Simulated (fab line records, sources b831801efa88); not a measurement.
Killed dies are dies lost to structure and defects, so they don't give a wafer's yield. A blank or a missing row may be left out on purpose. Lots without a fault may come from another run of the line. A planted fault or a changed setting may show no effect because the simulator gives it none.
Chamber matching | flow sky130 | SKY_CONTACT_CMP_04 on cmp-01: 4 sister chambers
The step polishes SiO2. 8 wafers are shown with their chamber, then 12 later ones without.

WAFERS WITH THEIR CHAMBER
wafer  | chamber | motor_current_A (A) | head_pressure_psi (psi)
L081.4 | 1       | 12.3                | 4.014
L084.2 | 0       | 12.0                | 3.986
L086.2 | 2       | 14.1                | 3.992
L086.4 | 3       | 12.3                | 4.003
L086.6 | 0       | 12.1                | 4.005
L087.1 | 1       | 12.5                | 4.014
L087.2 | 3       | 11.7                | 3.999
L087.3 | 2       | 13.8                | 3.999

WAFERS WITHOUT THEIR CHAMBER
wafer  | motor_current_A (A) | head_pressure_psi (psi)
L089.3 | 11.9                | 3.999
L089.5 | 13.1                | 3.987
L089.6 | 11.5                | 4.000
L090.1 | 11.5                | 3.995
L090.4 | 12.2                | 3.998
L090.5 | 14.4                | 3.999
L091.2 | 12.7                | 4.010
L091.4 | 11.6                | 3.997
L091.5 | 12.6                | 3.996
L097.1 | 12.1                | 3.996
L097.2 | 11.7                | 4.001
L097.5 | 12.2                | 3.998

WHICH CHAMBER EACH WENT THROUGH
wafer  | from the rows above               | in truth
L089.3 | can't be placed: 3 or 0           | 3
L089.5 | can't be placed: 2 or 0 or 1 or 3 | 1
L089.6 | can't be placed: 3 or 0           | 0
L090.1 | can't be placed: 3 or 0           | 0
L090.4 | can't be placed: 0 or 3 or 1      | 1
L090.5 | 2                                 | 2
L091.2 | can't be placed: 1 or 3 or 0      | 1
L091.4 | can't be placed: 3 or 0           | 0
L091.5 | can't be placed: 0 or 3 or 1      | 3
L097.1 | can't be placed: 0 or 3           | 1
L097.2 | can't be placed: 3 or 0           | 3
L097.5 | can't be placed: 0 or 3 or 1      | 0
Placed correctly: 1 of 12. Can't be placed from these rows: 11 (the true chamber is among the candidates in 10). Placed wrongly: 0.
How it was worked out, from the rows above alone: a wafer's distance from a chamber is the root of the sum, over the readings, of the square of ((its reading less the chamber's mean) divided by the reading's scatter). The wafer belongs to the nearest chamber; if the next one is less than 2 further off, it can't be placed. A chamber's mean is the mean of its shown wafers. The scatter: the root of (the sum of the squares of (reading less its chamber's mean) over the shown wafers, divided by (wafers less chambers)).
